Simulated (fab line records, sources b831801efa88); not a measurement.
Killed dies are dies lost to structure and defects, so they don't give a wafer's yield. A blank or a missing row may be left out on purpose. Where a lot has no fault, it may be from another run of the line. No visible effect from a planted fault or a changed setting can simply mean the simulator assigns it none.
Code-filled problem report in 8D (eight disciplines) form | flow gf180mcu | the parts of the form that need people (team, actions taken, sign-off) are left out

== 1. THE ISSUE ==
V2_W_RS at GF_V2_RS_MEAS_24 reads a mean of 0.439 ohm/sq on 3 wafers of 2 lots; wafers without a fault read 0.329 ohm/sq with a standard deviation of 0.0035. Relative to the usual mean, that is a shift of +31 standard deviations.
The step: measures by four-point-probe.
Seen first at day 24 02:01 on film_metro-04, wafer L876.6. Wafers with a number at this step in the record: 30, from 10 lots. Rule for "out", or "out of limits": more than 4 standard deviations from the usual mean. All remaining wafers that have a number are taken as sound.

== 2. WHAT IT IS; WHAT IT IS NOT ==
question                    | is                           | is not
which readings at this step | V2_W_RS                      | -
which lots                  | L876, L878                   | L867, L870, L871, L881, L883, L887, L888, L889
which wafers of those lots  | L876.6, L878.4, L878.5       | L876.2, L876.4, L878.2
read on which gauges        | film_metro-03, film_metro-04 | film_metro-01
when                        | from day 24 02:01            | up to then (11 sound wafers); but 16 sound wafers of L878, L881, L883, L887, L888, L889 came after

== 3. WHAT RULES OUT EACH SUSPECT ==
Counting: any tool at a process step up to the reading remains a suspect provided it ran every lot that is out. Sound lots after the first of them don't rule it out here, since some wafers of a struck lot are sound.
- the gauge at GF_V2_RS_MEAS_24 is ruled out. The wafers that are out were read on 2 gauges (film_metro-03, film_metro-04).
- cvd_w-01 at GF_V2_CVD_23 (deposits W, target thk 350 nm, time 104.94 s): kept. It processed each lot that is out (first: L876, day 24 01:53); up to then, its last sound lot is L871 (day 22 04:41). Out on those wafers are its own readings of susceptor_temp_C.
- At GF_V2_CVD_23 on cvd_w-01, chamber 0 took the sound wafers of the same lots and chamber 1 took the wafers that are out.
After counting, what remains is cvd_w-01 at GF_V2_CVD_23.

== 4. THE CAUSE (what the simulator had put in) ==
cvd_w-01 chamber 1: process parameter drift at GF_V2_CVD_23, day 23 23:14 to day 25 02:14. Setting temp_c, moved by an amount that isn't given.
After counting, this tool was the only one left.

== 5. THE EFFECT CHAIN, in route order ==
Each row: a reading where the mean over the struck wafers with a number is more than 3 standard deviations away from the usual. Only readings for which the record gives a usual standard deviation are gone through. hours: the time from each lot's start at the first step in this table that gives one to its start at this step, as a median over the lots. sigmas: the change in usual standard deviations.
hours | step              | reading            | usual        | on struck wafers | change | sigmas
0     | GF_V2_CVD_23      | susceptor_temp_C   | 400.00 C     | 383.50           | -16.50 | -69
0     | GF_V2_RS_MEAS_24  | V2_W_RS            | 0.329 ohm/sq | 0.439            | +0.110 | +31
6     | GF_V2_THK_MEAS_25 | V2_W_THK           | 348 nm       | 260              | -88    | -18
15    | GF_V2_CMP_26      | time_to_endpoint_s | 84 s         | 59               | -25    | -5.4
Its process steps:
- GF_V2_CVD_23: deposits W, target thk 350 nm, time 104.94 s.
- GF_V2_CMP_26: polishes, stops on SiO2, t overpolish 15 s, target thk 0 nm.

== 6. HOW IT WOULD HAVE BEEN CAUGHT EARLIER ==
In this record the first reading out of limits at a measuring or inspecting step was taken at day 24 02:01, 3 hours after the fault began at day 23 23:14.
Tool's own readings at GF_V2_CVD_23, susceptor_temp_C: out on all struck wafers the step has rows for; an alarm limit on them would have tripped on the first.
Lots out: 2; of these, L878 started GF_V2_CVD_23 on cvd_w-01 after day 24 02:01. Holding the tool at that time would have saved it.
